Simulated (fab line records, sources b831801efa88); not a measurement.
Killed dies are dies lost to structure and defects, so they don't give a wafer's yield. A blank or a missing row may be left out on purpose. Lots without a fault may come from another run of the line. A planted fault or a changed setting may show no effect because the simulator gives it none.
Which tool did it? | flow sky130 | 6 lots, 18 wafers sampled, at 2 steps of a route of 708

WHAT THE GAUGES READ, wafer by wafer
SKY_CAPM_THK_MEAS_01.
lot  | measured     | on            | CAPM_CVD_00_THK (nm)
L293 | day 37 07:23 | film_metro-02 | 15.72 15.83 15.78
L296 | day 37 16:45 | film_metro-04 | 15.44 15.67 15.51
L299 | day 39 02:11 | film_metro-03 | 15.59 15.54 15.54
L303 | day 39 21:33 | film_metro-02 | 14.88 15.14 15.25
L309 | day 42 00:52 | film_metro-02 | 15.04 15.15 15.12
L314 | day 42 23:58 | film_metro-04 | 15.45 15.28 15.29

WHICH TOOL RAN EACH LOT (tool, then ch and the chambers of the sampled wafers, then the start)
lot  | SKY_CAPM_CVD_00
L293 | pecvd-03 ch 1,2, day 37 07:20
L296 | pecvd-03 ch 0,1,2, day 37 16:43
L299 | pecvd-03 ch 0,1,2, day 39 02:08
L303 | pecvd-01 ch 0,1, day 39 21:31
L309 | pecvd-03 ch 0,1,2, day 42 00:51
L314 | pecvd-01 ch 0,1,2, day 42 23:56
- SKY_CAPM_CVD_00: deposits SiO2, target thk 15.5 nm.

THE ANSWER, worked out from the rows above alone
Rule: what is usual is taken from the lots themselves. Put in order of their means at a reading, lots are off if they are a third of the lots or fewer, leave a main group of 4 or more, and stand apart from it by a gap of 3 or more times the standard deviation of the main group's means; of several such gaps the widest counts. A main group whose means are all the same, to the digits that the tables above print for the reading, isn't used. A lot without any number at a reading at which 4 lots or more have one is off too. The other lots that the step has rows for count as sound.
No lot is off at any reading shown: from this, nothing can be told.

WHAT THE SIMULATOR HAD PUT IN
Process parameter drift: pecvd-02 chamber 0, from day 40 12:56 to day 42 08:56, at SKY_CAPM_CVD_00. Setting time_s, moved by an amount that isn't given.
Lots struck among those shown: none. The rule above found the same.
